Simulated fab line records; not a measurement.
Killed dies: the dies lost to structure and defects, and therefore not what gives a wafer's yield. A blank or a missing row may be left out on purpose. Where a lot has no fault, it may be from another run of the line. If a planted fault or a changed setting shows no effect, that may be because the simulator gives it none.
Check for tools in common + flow sky130 + 36 wafers sampled across 12 lots

## WHAT PROMPTED THE OPENING
2 of 12 lots carry a flag on the reading NWELL_TW at SKY_NWELL_TW_MEAS_15. No-fault wafers: 1816, standard deviation 17.
Rule: a lot is flagged when every wafer of it that has a number lies more than 4 standard deviations from that mean, or none has a number. All remaining lots are regarded as sound.

| lot  | measured     | on            | NWELL_TW, wafer by wafer | flag    |
|------|--------------|---------------|--------------------------|---------|
| L431 | day 4 19:56  | film metro-04 | 1828 1814 1828           |         |
| L432 | day 4 21:08  | film metro-03 | 1820 1832 1822           |         |
| L434 | day 5 08:35  | film metro-02 | 1784 1789 1789           |         |
| L435 | day 5 13:37  | film metro-04 | 1827 1833 1820           |         |
| L441 | day 7 01:57  | film metro-04 | 1536 1533 1540           | FLAGGED |
| L442 | day 7 05:30  | film metro-04 | 1541 1530 1544           | FLAGGED |
| L445 | day 8 00:09  | film metro-02 | 1794 1797 1797           |         |
| L448 | day 8 16:41  | film metro-02 | 1789 1788 1782           |         |
| L450 | day 9 05:56  | film metro-04 | 1829 1826 1828           |         |
| L451 | day 9 10:20  | film metro-04 | 1836 1838 1822           |         |
| L453 | day 9 21:45  | film metro-02 | 1797 1807 1791           |         |
| L454 | day 10 04:30 | film metro-03 | 1827 1823 1819           |         |
Average over the flagged lots: 1537; offset from the usual -279, equal to -16 standard deviations.

## WHICH TOOL EACH LOT WENT THROUGH
2 process steps preceding the reading are held in the record, out of 708 steps in the route. Every cell lists first the tool, next ch and the chambers used by the sampled wafers, and last the start.
| lot  | flag    | SKY_FIELD_ISO_STRIP_16              | SKY_NWELL_IMPLANT_11            |
|------|---------|-------------------------------------|---------------------------------|
| L431 |         | plasma asher-02 ch 0,1, day 2 04:29 | implanter-02 ch 0, day 4 19:23  |
| L432 |         | plasma asher-02 ch 0,1, day 2 07:35 | implanter-02 ch 0, day 4 20:35  |
| L434 |         | plasma asher-03 ch 0,1, day 2 21:50 | implanter-04 ch 0, day 5 08:02  |
| L435 |         | plasma asher-03 ch 0,1, day 3 02:57 | implanter-02 ch 0, day 5 13:05  |
| L441 | FLAGGED | plasma asher-02 ch 0,1, day 4 11:13 | implanter-03 ch 0, day 7 01:25  |
| L442 | FLAGGED | plasma asher-02 ch 1, day 4 14:29   | implanter-03 ch 0, day 7 04:58  |
| L445 |         | plasma asher-01 ch 0,1, day 5 06:17 | implanter-02 ch 0, day 7 23:37  |
| L448 |         | plasma asher-03 ch 0,1, day 5 20:35 | implanter-02 ch 0, day 8 16:08  |
| L450 |         | plasma asher-02 ch 0,1, day 6 07:03 | implanter-02 ch 0, day 9 05:25  |
| L451 |         | plasma asher-02 ch 0,1, day 6 13:16 | implanter-04 ch 0, day 9 09:49  |
| L453 |         | plasma asher-03 ch 0,1, day 6 23:59 | implanter-04 ch 0, day 9 21:13  |
| L454 |         | plasma asher-03 ch 1, day 7 04:46   | implanter-04 ch 0, day 10 03:58 |
What is done by these steps:
- SKY_FIELD_ISO_STRIP_16: strips in O2/N2.
- SKY_NWELL_IMPLANT_11
- SKY_NWELL_TW_MEAS_15

## FLAGGED OVER TOTAL, TOOL BY TOOL (the gauges that took the reading come last)
| step                   | tool            | lots run | flagged | share of the flagged lots | sound lots run after its first flagged lot |
|------------------------|-----------------|----------|---------|---------------------------|--------------------------------------------|
| SKY_FIELD_ISO_STRIP_16 | plasma asher-01 | 1        | 0       | none                      | -                                          |
| SKY_FIELD_ISO_STRIP_16 | plasma asher-02 | 6        | 2       | all                       | 2 (L450,L451)                              |
| SKY_FIELD_ISO_STRIP_16 | plasma asher-03 | 5        | 0       | none                      | -                                          |
| SKY_NWELL_IMPLANT_11   | implanter-02    | 6        | 0       | none                      | -                                          |
| SKY_NWELL_IMPLANT_11   | implanter-03    | 2        | 2       | all                       | 0                                          |
| SKY_NWELL_IMPLANT_11   | implanter-04    | 4        | 0       | none                      | -                                          |
| SKY_NWELL_TW_MEAS_15   | film metro-02   | 4        | 0       | none                      | -                                          |
| SKY_NWELL_TW_MEAS_15   | film metro-03   | 2        | 0       | none                      | -                                          |
| SKY_NWELL_TW_MEAS_15   | film metro-04   | 6        | 2       | all                       | 2 (L450,L451)                              |

## WHAT THE TABLE ALLOWS
plasma asher-02 at SKY_FIELD_ISO_STRIP_16, implanter-03 at SKY_NWELL_IMPLANT_11 and film metro-04 at SKY_NWELL_TW_MEAS_15: these 3 rows of the table ran every flagged lot.
- plasma asher-02 at SKY_FIELD_ISO_STRIP_16 ran 6 lots, 2 of them flagged. Lots that were sound ran on it after the first flagged one (L450, L451); a persistent fault on the entire tool would not allow that.
- implanter-03 at SKY_NWELL_IMPLANT_11 ran 2 lots, 2 of them flagged. No sound lot ran on it before its first flagged lot in this sample; the start therefore can't be narrowed down. Its own readings lie more than 4 standard deviations out on every wafer of the flagged lots: dose ions cm2, faraday current uA.
- film metro-04 at SKY_NWELL_TW_MEAS_15 ran 6 lots, 2 of them flagged. Lots that were sound ran on it after the first flagged one (L450, L451); a persistent fault on the entire tool would not allow that.
Just one tool remains: implanter-03 at SKY_NWELL_IMPLANT_11.

## WHAT THE SIMULATOR PUT IN
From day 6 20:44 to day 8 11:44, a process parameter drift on implanter-03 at SKY_NWELL_IMPLANT_11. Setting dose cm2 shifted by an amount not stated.
Lots struck among those shown: L441, L442. This agrees with what the rule above found.
